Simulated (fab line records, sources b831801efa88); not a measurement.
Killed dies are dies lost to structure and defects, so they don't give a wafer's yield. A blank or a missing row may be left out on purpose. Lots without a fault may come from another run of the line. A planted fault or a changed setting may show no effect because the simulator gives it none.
fab line records | flow gf180mcu
record lots=5 wafers=15 last_day=34
route steps=602 shown STI@5 DNWELL@32 NWELL@42
lots that met no fault: from a run of the same line without faults
start_h: hours from the record's first day to the start of the lot's first wafer shown | wait_h: hours since the lot's step before | " the same as in the row above | L1.1+2: a row that stands for several wafers | - no value, or no start given | * or withheld: withheld | < > ~ a bound
route shown NAME@n: a module of which the file shows steps, and the number in the route of the first | usual: mean/standard deviation of fault-free wafers | same: alike in all rows | chamber/n: place in a boat | sites: the reading at each site | _std_site: their standard deviation | _edge_site: outer sites' mean less inner sites' | radius_mm: how far each site lies from the wafer's centre | mask NAME#n: copy n | behind: the tool/chamber that last shaped the wafer | hold: why the lot was held/for how many hours/how that ended | device: the transistor (n, p or np) that didn't switch | end of line: the same wafers' tests at the end of the route | a step without rows: its recipe alone | killed: dies lost to structure and defects at the first sort, not the wafer's yield | map: a wafer's dies, x killed, . not, _ none there
set.NAME: the setting as run; set.NAME@STEP: as run at that earlier step | model.NAME: the simulator's own value behind a step, which no gauge read
lots at some steps of the route; a table a step, a row a wafer
services: from which hour (start_h, from the record's first day; less than 0 if before it) a tool's chamber was out of use, for how many hours, and why
## steps
# step GF_STI_THK_MEAS_04
# recipe reads=Si3N4_of_STI_CVD_03
# usual STI_CVD_03_THK=206.7/1.6
# columns lot.wafer tool chamber start_h wait_h STI_CVD_03_THK[nm]
L076.1 film_metro-02 - 23.56 0.0 207.2
L076.3 " - " " 208.6
L076.6 " - " " 208.5
L078.2 film_metro-03 - 33.84 0.0 207.9
L078.3 " - " " 207.4
L078.5 " - " " 206.6
L086.3 film_metro-02 - 73.58 0.0 204.9
L086.4 " - " " 205.9
L086.6 " - " " 205.5
L093.2 film_metro-03 - 108.57 0.0 204.9
L093.4 " - " " 205.5
L093.6 " - " " 207.0
L096.1 film_metro-02 - 124.25 0.0 205.9
L096.3 " - " " 207.0
L096.6 " - " " 206.8
# step GF_STI_DEHYDRATE_05
# recipe temp_c=200 time_s=60
# columns lot.wafer tool chamber start_h wait_h
L076.1+3+6 litho_track-03 0 28.84 5.3
L078.2+3+5 litho_track-03 0 39.32 5.5
L086.3+4+6 litho_track-02 0 79.81 6.2
L093.2+4+6 litho_track-03 0 114.91 6.3
L096.1+3+6 litho_track-02 0 131.61 7.3
# step GF_STI_HMDS_06
# recipe prime_time_s=60 prime_temp_c=120
# columns lot.wafer tool chamber start_h wait_h
L076.1+3+6 litho_track-03 0 28.99 0.1
L078.2+3+5 litho_track-03 0 39.47 0.1
L086.3+4+6 litho_track-02 0 79.96 0.1
L093.2+4+6 litho_track-03 0 115.06 0.1
L096.1+3+6 litho_track-02 0 131.76 0.1
# step GF_STI_COAT_07
# recipe resist=KrF spin_rpm=withheld resist_thk_nm=700
# columns lot.wafer tool chamber start_h wait_h
L076.1+3+6 litho_track-03 0 29.14 0.1
L078.2+3+5 litho_track-03 0 39.62 0.1
L086.3+4+6 litho_track-02 0 80.11 0.1
L093.2+4+6 litho_track-03 0 115.21 0.1
L096.1+3+6 litho_track-02 0 131.91 0.1
# step GF_STI_SOFTBAKE_08
# recipe temp_c=130 time_s=60 resist=KrF
# columns lot.wafer tool chamber start_h wait_h
L076.1+3+6 litho_track-03 0 29.29 0.1
L078.2+3+5 litho_track-03 0 39.77 0.1
L086.3+4+6 litho_track-02 0 80.26 0.1
L093.2+4+6 litho_track-03 0 115.36 0.1
L096.1+3+6 litho_track-02 0 132.06 0.1
# step GF_STI_EXPOSE_09
# recipe mask_id=COMP target_cd_nm=220 na=0.68 source_shape=conventional sigma_outer=0.6 dose_mj=28
# columns lot.wafer tool chamber start_h wait_h mask
L076.1+3+6 krf_scanner-02 0 - - COMP#0
L078.2+3+5 krf_scanner-01 0 - - COMP#0
L086.3+4+6 krf_scanner-02 0 - - COMP#0
L093.2+4+6 krf_scanner-01 0 - - COMP#0
L096.1+3+6 krf_scanner-01 0 - - COMP#0
# step GF_STI_PEB_10
# recipe peb_temp_c=135 peb_time_s=90 resist=KrF
# columns lot.wafer tool chamber start_h wait_h
L076.1+3+6 litho_track-03 0 - -
L078.2+3+5 litho_track-02 0 - -
L086.3+4+6 litho_track-02 0 - -
L093.2+4+6 litho_track-03 0 - -
L096.1+3+6 litho_track-01 0 - -
# step GF_STI_DEVELOP_11
# recipe develop_time_s=60 dev_temp_c=21
# columns lot.wafer tool chamber start_h wait_h
L076.1+3+6 litho_track-03 0 35.04 0.2
L078.2+3+5 litho_track-02 0 46.13 0.2
L086.3+4+6 litho_track-02 0 86.76 0.1
L093.2+4+6 litho_track-03 0 122.06 0.2
L096.1+3+6 litho_track-01 0 138.50 0.2
# step GF_STI_CD_MEAS_12
# recipe target_cd_nm=220
# usual cd_nm=220.0/1.1
# columns lot.wafer tool chamber start_h wait_h cd_nm
L076.1 cd_sem-02 - 35.19 0.1 221.2
L076.3 " - " " 220.5
L076.6 " - " " 219.4
L078.2 cd_sem-02 - 46.28 0.1 221.3
L078.3 " - " " 221.9
L078.5 " - " " 221.5
L086.3 cd_sem-02 - 86.90 0.1 220.0
L086.4 " - " " 220.6
L086.6 " - " " 219.8
L093.2 cd_sem-02 - 122.21 0.1 219.3
L093.4 " - " " 218.9
L093.6 " - " " 218.0
L096.1 cd_sem-01 - 138.65 0.1 220.7
L096.3 " - " " 220.2
L096.6 " - " " 219.0
# step GF_STI_ETCH_13
# recipe chemistry=CHF3/O2 stop_on=Si over_etch_frac=0.3 target_depth_a=2823.1 source_w=600 bias_w=200 pressure_mtorr=40 chf3_flow_sccm=50 O2_flow_sccm=5 time_s=112.9
# usual drypump_motor_current_A=5.5/0.4 oes_product_au=0.832/0.0057 throttle_valve_pct=8.810/0.0095
# columns lot.wafer tool chamber start_h wait_h drypump_motor_current_A oes_product_au rf_hours_counter_h throttle_valve_pct
L076.1 rie_diel-01 3 35.31 0.1 5.5 0.832 136 8.804
L076.3 " 1 " " 5.1 0.838 57 8.823
L076.6 " 1 " " 5.1 0.837 - 8.807
L078.2 rie_diel-03 0 46.38 0.1 4.7 0.832 115 8.808
L078.3 " 1 " " 5.7 0.833 33 8.803
L078.5 " 3 " " 5.8 0.831 - 8.825
L086.3 rie_diel-02 3 86.98 0.1 4.9 0.829 18 8.783
L086.4 " 1 " " 5.9 0.825 54 8.800
L086.6 " 1 " " 5.9 0.829 - 8.815
L093.2 rie_diel-01 2 122.31 0.1 5.5 0.832 27 8.787
L093.4 " 0 " " 5.8 0.828 52 8.811
L093.6 " 0 " " 5.8 0.838 - 8.802
L096.1 rie_diel-02 3 138.77 0.1 4.9 0.832 19 8.817
L096.3 " 0 " " 4.9 0.835 47 8.818
L096.6 " 2 " " 5.6 0.829 - 8.800
# step GF_STI_ETCH_14
# recipe target=Si chemistry=HBr/Cl2/O2 target_depth_nm=360 icp_w=600 bias_w=150 pressure_mtorr=15 HBr_flow_sccm=150 Cl2_flow_sccm=40 O2_flow_sccm=6 time_s=102.9
# usual drypump_motor_current_A=5.7/0.43 oes_product_au=0.998/0.0072 throttle_valve_pct=25.657/0.0096
# columns lot.wafer tool chamber start_h wait_h drypump_motor_current_A oes_product_au rf_hours_counter_h throttle_valve_pct
L076.1 rie_si-01 1 35.39 0.0 5.5 0.995 141 25.656
L076.3 " 0 " " 4.9 1.009 20 25.651
L076.6 " 2 " " 6.2 0.997 - 25.655
L078.2 rie_si-01 2 46.46 0.0 6.2 0.995 120 25.661
L078.3 " 1 " " 5.5 0.986 141 25.649
L078.5 " 1 " " 5.5 0.994 - 25.666
L086.3 rie_si-02 3 87.06 0.0 5.7 1.014 2 25.645
L086.4 " 1 " " 5.9 1.007 4 25.653
L086.6 " 1 " " 6.0 1.016 - 25.659
L093.2 rie_si-02 3 122.39 0.0 5.7 0.996 2 25.680
L093.4 " 1 " " 6.0 1.006 5 25.639
L093.6 " 0 " " 6.3 1.001 - 25.660
L096.1 rie_si-02 1 138.85 0.0 6.0 1.010 5 25.660
L096.3 " 3 " " 5.7 1.001 3 25.658
L096.6 " 0 " " 6.3 1.003 - 25.654
# step GF_STI_STRIP_15
# recipe chemistry=O2/N2 power_w=1400 pressure_mtorr=1500 platen_temp_c=250 o2_flow_sccm=3000 n2_flow_sccm=300 overash_fraction=0.5
# usual drypump_motor_current_A=5.6/0.34 heater_power_w=338/40 n2_flow_sccm=300.0/0.89 o2_flow_sccm=3000/9.9 oes_product_au=0.384/0.0046 strip_time_to_endpoint_s=3.73/0.033
# columns lot.wafer tool chamber start_h wait_h drypump_motor_current_A heater_power_w n2_flow_sccm o2_flow_sccm oes_product_au rf_hours_counter_h strip_time_to_endpoint_s
L076.1 plasma_asher-03 1 35.46 0.0 5.3 342 300.3 2995 0.391 25 3.68
L076.3 " 1 " " 5.3 340 300.2 2993 0.378 - 3.71
L076.6 " 0 " " 6.0 360 300.2 3006 0.384 - 3.74
L078.2 plasma_asher-03 1 46.53 0.0 5.3 344 300.5 3015 0.378 26 3.72
L078.3 " 1 " " 5.3 362 299.9 3008 0.386 - 3.72
L078.5 " 0 " " 6.0 363 300.1 3001 0.383 - 3.69
L086.3 plasma_asher-03 0 87.16 0.1 6.0 367 299.4 2987 0.380 - 3.72
L086.4 " 1 " " 5.3 344 300.8 3002 0.378 - 3.74
L086.6 " 1 " " 5.3 358 298.7 2991 0.385 - 3.74
L093.2 plasma_asher-02 0 122.46 0.0 5.7 294 299.7 2994 0.388 49 3.73
L093.4 " 0 " " 5.7 286 299.0 2990 0.391 - 3.72
L093.6 " 0 " " 5.7 299 298.6 2988 0.379 - 3.71
L096.1 plasma_asher-03 0 138.92 0.0 6.0 365 301.6 3021 0.394 36 3.75
L096.3 " 1 " " 5.3 344 299.1 3012 0.375 - 3.67
L096.6 " 1 " " 5.3 339 300.3 3011 0.381 - 3.71
# step GF_STI_CLEAN_16
# recipe chemistry=dHF time_s=25 dilution=100:1
# columns lot.wafer tool chamber start_h wait_h
L076.1+3+6 wet_bench-01 1 35.56 0.1
L078.2+3+5 wet_bench-02 1 46.63 0.1
L086.3+4+6 wet_bench-01 0 87.23 0.0
L093.2+4+6 wet_bench-02 1 122.56 0.1
L096.1+3+6 wet_bench-04 3 139.02 0.1
# step GF_STI_WET_ETCH_17
# recipe chemistry=H3PO4 target_depth_nm=45 temp_c=160 target=Si3N4 time_s=514
# columns lot.wafer tool chamber start_h wait_h
L076.1+3+6 wet_bench-04 1 35.58 0.0
L078.2+3+5 wet_bench-01 3 46.65 0.0
L086.3+4+6 wet_bench-02 1 87.25 0.0
L093.2+4+6 wet_bench-01 3 122.58 0.0
L096.1+3+6 wet_bench-01 3 139.04 0.0
# step GF_STI_CLEAN_18
# recipe chemistry=SC1/SC2 mix=1:4:20 temp_c=70 time_s=150
# columns lot.wafer tool chamber start_h wait_h
L076.1+3+6 wet_bench-02 1 35.73 0.0
L078.2+3+5 wet_bench-04 1 46.80 0.0
L086.3+4+6 wet_bench-04 2 87.40 0.0
L093.2+4+6 wet_bench-04 3 122.73 0.0
L096.1+3+6 wet_bench-04 3 139.19 0.0
# step GF_STI_CLEAN_19
# recipe chemistry=dHF time_s=20 dilution=100:1
# columns lot.wafer tool chamber start_h wait_h
L076.1+3+6 wet_bench-01 3 35.78 0.0
L078.2+3+5 wet_bench-02 3 46.85 0.0
L086.3+4+6 wet_bench-01 0 87.45 0.0
L093.2+4+6 wet_bench-02 2 122.79 0.0
L096.1+3+6 wet_bench-01 3 139.24 0.0
# step GF_STI_WET_ETCH_20
# recipe chemistry=dHF dilution=100:1 target_depth_nm=20 temp_c=25 dry=ipa_marangoni target=SiO2 time_s=400
# columns lot.wafer tool chamber start_h wait_h
L076.1+3+6 wet_bench-04 1 35.79 0.0
L078.2+3+5 wet_bench-01 0 46.86 0.0
L086.3+4+6 wet_bench-02 2 87.46 0.0
L093.2+4+6 wet_bench-01 1 122.80 0.0
L096.1+3+6 wet_bench-04 0 139.25 0.0
# step GF_STI_OXIDATION_21
# recipe temp_c=1000 ambient=O2 stabilise_s=600 purge_s=300 target_thk_a=150 ox_time_s=458
# usual spike_tc_centre_C=999.9/1.8
# columns lot.wafer tool chamber start_h wait_h spike_tc_centre_C
L076.1 furnace-01 0 35.91 0.0 1001.9
L076.3 " 0 " " 1002.7
L076.6 " 0 " " 1001.6
L078.2 furnace-01 0 46.98 0.0 1004.1
L078.3 " 0 " " 1001.9
L078.5 " 0 " " 1003.3
L086.3 furnace-01 0 87.58 0.0 1003.4
L086.4 " 0 " " 1000.3
L086.6 " 0 " " 1003.1
L093.2 furnace-02 0 122.92 0.0 998.8
L093.4 " 0 " " 1000.0
L093.6 " 0 " " 998.1
L096.1 furnace-01 0 139.37 0.0 1000.1
L096.3 " 0 " " 1002.9
L096.6 " 0 " " 998.7
# step GF_STI_THK_MEAS_22
# recipe reads=SiO2_of_STI_OXIDATION_21
# usual STI_OXIDATION_01_THK=14.87/0.29
# columns lot.wafer tool chamber start_h wait_h STI_OXIDATION_01_THK[nm]
L076.1 film_metro-02 - 37.04 0.0 14.81
L076.3 " - " " 14.66
L076.6 " - " " 15.06
L078.2 film_metro-02 - 48.12 0.0 14.86
L078.3 " - " " 15.06
L078.5 " - " " 15.08
L086.3 film_metro-02 - 88.73 0.0 14.42
L086.4 " - " " 14.54
L086.6 " - " " 14.58
L093.2 film_metro-02 - 124.06 0.0 14.97
L093.4 " - " " 14.78
L093.6 " - " " 14.86
L096.1 film_metro-04 - 140.50 0.0 14.71
L096.3 " - " " 14.87
L096.6 " - " " 14.88
# step GF_STI_CVD_23
# recipe material=SiO2 target_thk_nm=650 sigma_open_frac=0.3 time_s=108.3 temp_c=600 sih4_flow_sccm=60 pressure_mtorr=6
# columns lot.wafer tool chamber start_h wait_h
L076.1+3+6 hdpcvd-02 0,1,0 37.10 0.1
L078.2+3+5 hdpcvd-01 0,1,0 48.17 0.0
L086.3+4+6 hdpcvd-02 2,0,1 88.77 0.0
L093.2+4+6 hdpcvd-01 0,2,0 124.11 0.0
L096.1+3+6 hdpcvd-02 2,1,2 140.56 0.1
# step GF_STI_THK_MEAS_24
# recipe reads=SiO2_of_STI_CVD_23
# usual STI_CVD_23_THK=652/4.8
# columns lot.wafer tool chamber start_h wait_h STI_CVD_23_THK[nm]
L076.1 film_metro-04 - 37.18 0.0 663
L076.3 " - " " 652
L076.6 " - " " 651
L078.2 film_metro-04 - 48.26 0.0 652
L078.3 " - " " 639
L078.5 " - " " 649
L086.3 film_metro-04 - 88.86 0.1 652
L086.4 " - " " 658
L086.6 " - " " 657
L093.2 film_metro-04 - 124.20 0.0 656
L093.4 " - " " 650
L093.6 " - " " 663
L096.1 film_metro-02 - 140.63 0.0 649
L096.3 " - " " 648
L096.6 " - " " 650
# step GF_STI_CMP_25
# recipe stop_on=Si3N4 t_overpolish_s=33 down_force_psi=4 platen_rpm=60 target_thk_nm=524.6 pad_velocity_m_s=0.94248
# usual head_pressure_psi=4.001/0.0088 motor_current_A=11.6/1.2 overpolish_run_s=32.999/0.0089 time_to_endpoint_s=123/4.3
# columns lot.wafer tool chamber start_h wait_h head_pressure_psi motor_current_A overpolish_run_s time_to_endpoint_s
L076.1 cmp-02 1 37.24 0.1 4.009 10.2 33.020 136
L076.3 " 2 " " 3.991 12.8 32.983 131
L076.6 " 1 " " 3.998 10.0 32.995 131
L078.3 cmp-01 3 48.31 0.0 3.991 10.0 32.993 121
L078.2 " 1 " " 3.989 12.7 32.994 127
L078.5 " 3 " " 4.000 9.8 33.012 124
L086.3 cmp-01 1 88.95 0.1 4.001 13.3 32.984 123
L086.4 " 3 " " 3.997 9.4 32.997 120
L086.6 " 0 " " 3.992 12.1 32.992 119
L093.4 cmp-01 2 124.25 0.0 3.991 11.8 33.008 119
L093.2 " 1 " " 4.003 13.2 32.992 117
L093.6 " 2 " " 4.000 11.0 33.001 119
L096.3 cmp-01 3 140.69 0.0 4.005 10.1 33.000 127
L096.1 " 0 " " 4.001 12.6 33.003 127
L096.6 " 0 " " 4.004 12.2 32.992 122
# step GF_STI_WET_ETCH_26
# recipe chemistry=dHF target_depth_nm=94 target=SiO2 temp_c=25 dilution=10:1 time_s=188
# columns lot.wafer tool chamber start_h wait_h
L076.1+3+6 wet_bench-01 2 37.54 0.2
L078.2+3+5 wet_bench-04 1 48.61 0.1
L086.3+4+6 wet_bench-04 1 89.20 0.2
L093.2+4+6 wet_bench-01 2 124.55 0.1
L096.1+3+6 wet_bench-02 3 140.99 0.2
# step GF_STI_WET_ETCH_27
# recipe chemistry=H3PO4 target_depth_nm=160 target=Si3N4 temp_c=160 time_s=1825
# columns lot.wafer tool chamber start_h wait_h
L076.1+3+6 wet_bench-04 2 37.60 0.0
L078.2+3+5 wet_bench-02 2 48.67 0.0
L086.3+4+6 wet_bench-02 2 89.26 0.0
L093.2+4+6 wet_bench-02 3 124.61 0.0
L096.1+3+6 wet_bench-04 2 141.05 0.0
# step GF_STI_WET_ETCH_28
# recipe chemistry=dHF target_depth_nm=20 dry=ipa_marangoni target=SiO2 temp_c=25 dilution=10:1 time_s=40
# columns lot.wafer tool chamber start_h wait_h
L076.1+3+6 wet_bench-02 1 38.16 0.0
L078.2+3+5 wet_bench-04 3 49.23 0.0
L086.3+4+6 wet_bench-01 3 89.78 0.0
L093.2+4+6 wet_bench-01 1 125.12 0.0
L096.1+3+6 wet_bench-01 1 142.08 0.0
# step GF_STI_OXIDATION_29
# recipe temp_c=900 ambient=O2 stabilise_s=600 purge_s=300 target_thk_a=100 ox_time_s=1418
# usual spike_tc_centre_C=899.9/1.7
# columns lot.wafer tool chamber start_h wait_h spike_tc_centre_C
L076.1 furnace-02 0 39.32 1.1 899.5
L076.3 " 0 " " 898.4
L076.6 " 0 " " 897.7
L078.2 furnace-02 0 49.25 0.0 898.4
L078.3 " 0 " " 898.5
L078.5 " 0 " " 898.4
L086.3 furnace-02 0 89.80 0.0 897.7
L086.4 " 0 " " 899.6
L086.6 " 0 " " 898.6
L093.2 furnace-02 0 125.14 0.0 899.7
L093.4 " 0 " " 898.5
L093.6 " 0 " " 899.1
L096.1 furnace-01 0 142.10 0.0 902.5
L096.3 " 0 " " 901.3
L096.6 " 0 " " 900.7
# step GF_STI_THK_MEAS_30
# recipe reads=SiO2_of_STI_OXIDATION_29
# usual STI_OXIDATION_02_THK=9.91/0.21
# columns lot.wafer tool chamber start_h wait_h STI_OXIDATION_02_THK[nm]
L076.1 film_metro-04 - 40.71 0.0 9.74
L076.3 " - " " 9.83
L076.6 " - " " 9.93
L078.2 film_metro-02 - 50.65 0.0 10.06
L078.3 " - " " 10.05
L078.5 " - " " 9.84
L086.3 film_metro-04 - 91.21 0.0 9.82
L086.4 " - " " 9.93
L086.6 " - " " 9.70
L093.2 film_metro-03 - 126.55 0.0 9.80
L093.4 " - " " 9.73
L093.6 " - " " 9.69
L096.1 film_metro-02 - 143.50 0.0 10.20
L096.3 " - " " 10.21
L096.6 " - " " 10.23
# step GF_DNWELL_DEHYDRATE_00
# recipe temp_c=200 time_s=60
# columns lot.wafer tool chamber start_h wait_h
L076.1+3+6 litho_track-04 0 46.33 5.6
L078.2+3+5 litho_track-01 0 56.72 6.1
L086.3+4+6 litho_track-01 0 97.70 6.5
L093.2+4+6 litho_track-01 0 133.37 6.8
L096.1+3+6 litho_track-01 0 150.85 7.3
# step GF_DNWELL_HMDS_01
# recipe prime_time_s=60 prime_temp_c=120
# columns lot.wafer tool chamber start_h wait_h
L076.1+3+6 litho_track-04 0 46.48 0.1
L078.2+3+5 litho_track-01 0 56.87 0.1
L086.3+4+6 litho_track-01 0 97.85 0.1
L093.2+4+6 litho_track-01 0 133.52 0.1
L096.1+3+6 litho_track-01 0 151.00 0.1
# step GF_DNWELL_COAT_02
# recipe spin_rpm=2000 resist_thk_nm=3000
# columns lot.wafer tool chamber start_h wait_h
L076.1+3+6 litho_track-04 0 46.63 0.1
L078.2+3+5 litho_track-01 0 57.02 0.1
L086.3+4+6 litho_track-01 0 98.00 0.1
L093.2+4+6 litho_track-01 0 133.67 0.1
L096.1+3+6 litho_track-01 0 151.15 0.1
# step GF_DNWELL_SOFTBAKE_03
# recipe temp_c=110 time_s=withheld
# columns lot.wafer tool chamber start_h wait_h
L076.1+3+6 litho_track-04 0 46.78 0.1
L078.2+3+5 litho_track-01 0 57.18 0.1
L086.3+4+6 litho_track-01 0 98.16 0.1
L093.2+4+6 litho_track-01 0 133.83 0.1
L096.1+3+6 litho_track-01 0 151.30 0.1
# step GF_DNWELL_EXPOSE_04
# recipe mask_id=DNWELL target_cd_nm=1700 na=0.6 source_shape=conventional sigma_outer=0.6 dose_mj=260
# columns lot.wafer tool chamber start_h wait_h mask
L076.1+3+6 iline_stepper-02 0 - - DNWELL#0
L078.2+3+5 iline_stepper-01 0 - - DNWELL#0
L086.3+4+6 iline_stepper-02 0 - - DNWELL#0
L093.2+4+6 iline_stepper-02 0 - - DNWELL#0
L096.1+3+6 iline_stepper-02 0 - - DNWELL#0
# step GF_DNWELL_PEB_05
# recipe temp_c=115 time_s=withheld
# columns lot.wafer tool chamber start_h wait_h
L076.1+3+6 litho_track-02 0 - -
L078.2+3+5 litho_track-04 0 - -
L086.3+4+6 litho_track-01 0 - -
L093.2+4+6 litho_track-02 0 - -
L096.1+3+6 litho_track-02 0 - -
# step GF_DNWELL_DEVELOP_06
# recipe wall_angle_deg=90 develop_time_s=60 dev_temp_c=23
# columns lot.wafer tool chamber start_h wait_h
L076.1+3+6 litho_track-02 0 - -
L078.2+3+5 litho_track-04 0 - -
L086.3+4+6 litho_track-01 0 - -
L093.2+4+6 litho_track-02 0 - -
L096.1+3+6 litho_track-02 0 - -
# step GF_DNWELL_IMPLANT_07
# recipe species=P energy_kev=1500 dose_cm2=1e+13 tilt_deg=0
# usual beam_energy_keV=1500.0/0.49
# columns lot.wafer tool chamber start_h wait_h beam_energy_keV
L076.1 implanter-04 0 53.46 - 1499.4
L076.3 " 0 " " 1499.4
L076.6 " 0 " " 1498.9
L078.2 implanter-04 0 63.65 - 1500.0
L078.3 " 0 " " 1499.8
L078.5 " 0 " " 1499.9
L086.3 implanter-04 0 105.15 - 1500.3
L086.4 " 0 " " 1499.7
L086.6 " 0 " " 1500.8
L093.2 implanter-02 0 141.18 - 1499.9
L093.4 " 0 " " 1499.7
L093.6 " 0 " " 1499.5
L096.1 implanter-01 0 159.26 - 1500.5
L096.3 " 0 " " 1500.1
L096.6 " 0 " " 1500.5
# step GF_DNWELL_STRIP_08
# recipe chemistry=O2/N2 power_w=1400 pressure_mtorr=1500 platen_temp_c=250 o2_flow_sccm=3000 n2_flow_sccm=300 overash_fraction=0.5
# usual drypump_motor_current_A=5.8/0.45 heater_power_w=321/30 n2_flow_sccm=300.1/0.73 o2_flow_sccm=2999/8.6 oes_product_au=0.722/0.0046 strip_time_to_endpoint_s=36.95/0.11
# columns lot.wafer tool chamber start_h wait_h drypump_motor_current_A heater_power_w n2_flow_sccm o2_flow_sccm oes_product_au rf_hours_counter_h strip_time_to_endpoint_s
L076.1 plasma_asher-03 0 53.61 0.1 6.0 363 301.0 2996 0.724 27 36.86
L076.3 " 0 " " 6.0 363 301.0 2999 0.725 - 36.95
L076.6 " 1 " " 5.2 349 300.2 2990 0.723 - 36.95
L078.2 plasma_asher-01 1 63.78 0.1 5.2 338 300.8 3000 0.719 39 37.09
L078.3 " 1 " " 5.3 334 300.2 3007 0.722 - 37.05
L078.5 " 1 " " 5.3 332 299.0 2993 0.722 - 37.02
L086.3 plasma_asher-01 0 105.28 0.1 6.1 273 298.6 2991 0.723 - 37.14
L086.4 " 1 " " 5.2 341 300.5 2997 0.729 - 37.00
L086.6 " 0 " " 6.1 277 300.2 2994 0.724 - 37.03
L093.2 plasma_asher-01 1 141.31 0.1 5.3 333 301.4 2999 0.733 2 37.19
L093.4 " 0 " " 6.1 274 299.6 2985 0.726 - 37.11
L093.6 " 0 " " 6.1 273 299.6 2995 0.726 - 36.99
L096.1 plasma_asher-01 1 159.41 0.1 5.3 338 300.6 2996 0.722 4 37.02
L096.3 " 0 " " 6.1 258 301.1 3001 0.729 - 36.91
L096.6 " 1 " " 5.2 335 299.9 3001 0.721 - 36.93
# step GF_DNWELL_TW_MEAS_09
# usual DNWELL_TW=1357/8.6
# columns lot.wafer tool chamber start_h wait_h DNWELL_TW
L076.1 film_metro-02 - 53.71 0.1 1356
L076.3 " - " " 1365
L076.6 " - " " 1366
L078.2 film_metro-02 - 63.89 0.1 1346
L078.3 " - " " 1346
L078.5 " - " " 1345
L086.3 film_metro-01 - 105.37 0.1 1371
L086.4 " - " " 1370
L086.6 " - " " 1368
L093.2 film_metro-02 - 141.42 0.1 1363
L093.4 " - " " 1363
L093.6 " - " " 1367
L096.1 film_metro-02 - 159.51 0.1 1357
L096.3 " - " " 1353
L096.6 " - " " 1365
# step GF_NWELL_DEHYDRATE_00
# recipe temp_c=200 time_s=60
# columns lot.wafer tool chamber start_h wait_h
L076.1+3+6 litho_track-01 0 58.65 4.9
L078.2+3+5 litho_track-03 0 70.17 6.3
L086.3+4+6 litho_track-04 0 112.72 7.3
L093.2+4+6 litho_track-03 0 148.71 7.3
L096.1+3+6 litho_track-03 0 167.04 7.5
# step GF_NWELL_HMDS_01
# recipe prime_time_s=60 prime_temp_c=120
# columns lot.wafer tool chamber start_h wait_h
L076.1+3+6 litho_track-01 0 58.80 0.1
L078.2+3+5 litho_track-03 0 70.32 0.1
L086.3+4+6 litho_track-04 0 112.87 0.1
L093.2+4+6 litho_track-03 0 148.86 0.1
L096.1+3+6 litho_track-03 0 167.19 0.1
# step GF_NWELL_COAT_02
# recipe spin_rpm=2000 resist_thk_nm=3000
# columns lot.wafer tool chamber start_h wait_h
L076.1+3+6 litho_track-01 0 58.95 0.1
L078.2+3+5 litho_track-03 0 70.47 0.1
L086.3+4+6 litho_track-04 0 113.02 0.1
L093.2+4+6 litho_track-03 0 149.01 0.1
L096.1+3+6 litho_track-03 0 167.34 0.1
# step GF_NWELL_SOFTBAKE_03
# recipe temp_c=110 time_s=withheld
# columns lot.wafer tool chamber start_h wait_h
L076.1+3+6 litho_track-01 0 59.10 0.1
L078.2+3+5 litho_track-03 0 70.62 0.1
L086.3+4+6 litho_track-04 0 113.19 0.1
L093.2+4+6 litho_track-03 0 149.17 0.1
L096.1+3+6 litho_track-03 0 167.49 0.1
# step GF_NWELL_EXPOSE_04
# recipe mask_id=Nwell target_cd_nm=860 na=0.6 source_shape=conventional sigma_outer=0.6 dose_mj=260
# columns lot.wafer tool chamber start_h wait_h mask
L076.1+3+6 iline_stepper-01 0 - - Nwell#0
L078.2+3+5 iline_stepper-01 0 - - Nwell#0
L086.3+4+6 iline_stepper-02 0 - - Nwell#0
L093.2+4+6 iline_stepper-02 0 - - Nwell#0
L096.1+3+6 iline_stepper-01 0 - - Nwell#0
# step GF_NWELL_PEB_05
# recipe temp_c=115 time_s=withheld
# columns lot.wafer tool chamber start_h wait_h
L076.1+3+6 litho_track-04 0 - -
L078.2+3+5 litho_track-03 0 - -
L086.3+4+6 litho_track-03 0 - -
L093.2+4+6 litho_track-04 0 - -
L096.1+3+6 litho_track-03 0 - -
# step GF_NWELL_DEVELOP_06
# recipe wall_angle_deg=90 develop_time_s=60 dev_temp_c=23
# columns lot.wafer tool chamber start_h wait_h
L076.1+3+6 litho_track-04 0 - -
L078.2+3+5 litho_track-03 0 - -
L086.3+4+6 litho_track-03 0 - -
L093.2+4+6 litho_track-04 0 - -
L096.1+3+6 litho_track-03 0 - -
# step GF_NWELL_OVL_MEAS_07
# usual NWELL_OVL=-0.9/1.3
# columns lot.wafer tool chamber start_h wait_h NWELL_OVL[nm]
L076.1 overlay-02 - 65.93 - -0.6
L076.3 " - " " 0.0
L076.6 " - " " -1.3
L078.2 overlay-02 - 77.75 - -1.1
L078.3 " - " " 2.1
L078.5 " - " " 1.2
L086.3 overlay-02 - 120.35 - -2.2
L086.4 " - " " -2.7
L086.6 " - " " -1.4
L093.2 overlay-02 - 157.28 - -0.1
L093.4 " - " " -1.3
L093.6 " - " " 0.3
L096.1 overlay-02 - 175.59 - 1.8
L096.3 " - " " 1.8
L096.6 " - " " 0.2
# step GF_NWELL_IMPLANT_08
# recipe species=P energy_kev=450 dose_cm2=1.5e+13 tilt_deg=0
# usual beam_energy_keV=449.99/0.12
# columns lot.wafer tool chamber start_h wait_h beam_energy_keV
L076.1 implanter-03 0 65.96 0.0 449.95
L076.3 " 0 " " 450.03
L076.6 " 0 " " 449.98
L078.2 implanter-03 0 77.80 0.0 450.08
L078.3 " 0 " " 449.96
L078.5 " 0 " " 450.00
L086.3 implanter-03 0 120.43 0.1 449.82
L086.4 " 0 " " 449.97
L086.6 " 0 " " 449.77
L093.2 implanter-02 0 157.33 0.0 449.95
L093.4 " 0 " " 450.10
L093.6 " 0 " " 449.95
L096.1 implanter-04 0 175.63 0.0 450.21
L096.3 " 0 " " 449.86
L096.6 " 0 " " 450.11
## services
# columns tool chamber start_h hours kind
krf_scanner-01 - 9.99 0.8 pm
krf_scanner-01 - 16.63 0.5 repair
cmp-01 - 21.13 0.5 repair
plasma_asher-03 - 23.74 0.4 repair
plasma_asher-01 - 25.24 2.0 repair
krf_scanner-01 - 29.39 1.3 pm
iline_stepper-01 - 29.88 9.9 repair
krf_scanner-01 - 32.27 3.6 pm
rie_si-02 3 43.09 1.0 repair
furnace-01 - 49.80 2.7 pm
implanter-03 - 54.43 1.9 repair
implanter-03 - 56.28 5.3 pm
furnace-02 - 60.25 3.2 pm
hdpcvd-02 - 63.25 2.2 repair
krf_scanner-01 - 71.85 0.8 repair
iline_stepper-02 - 91.00 1.7 pm
plasma_asher-01 - 108.75 9.0 pm
furnace-01 - 115.45 3.3 pm
rie_si-02 0 128.90 6.9 repair
implanter-03 - 132.84 3.6 repair
cmp-01 - 143.32 1.4 repair
implanter-04 - 160.58 2.9 pm
cmp-01 - 171.80 0.8 repair
furnace-02 - 174.62 5.7 pm
## key
fault none
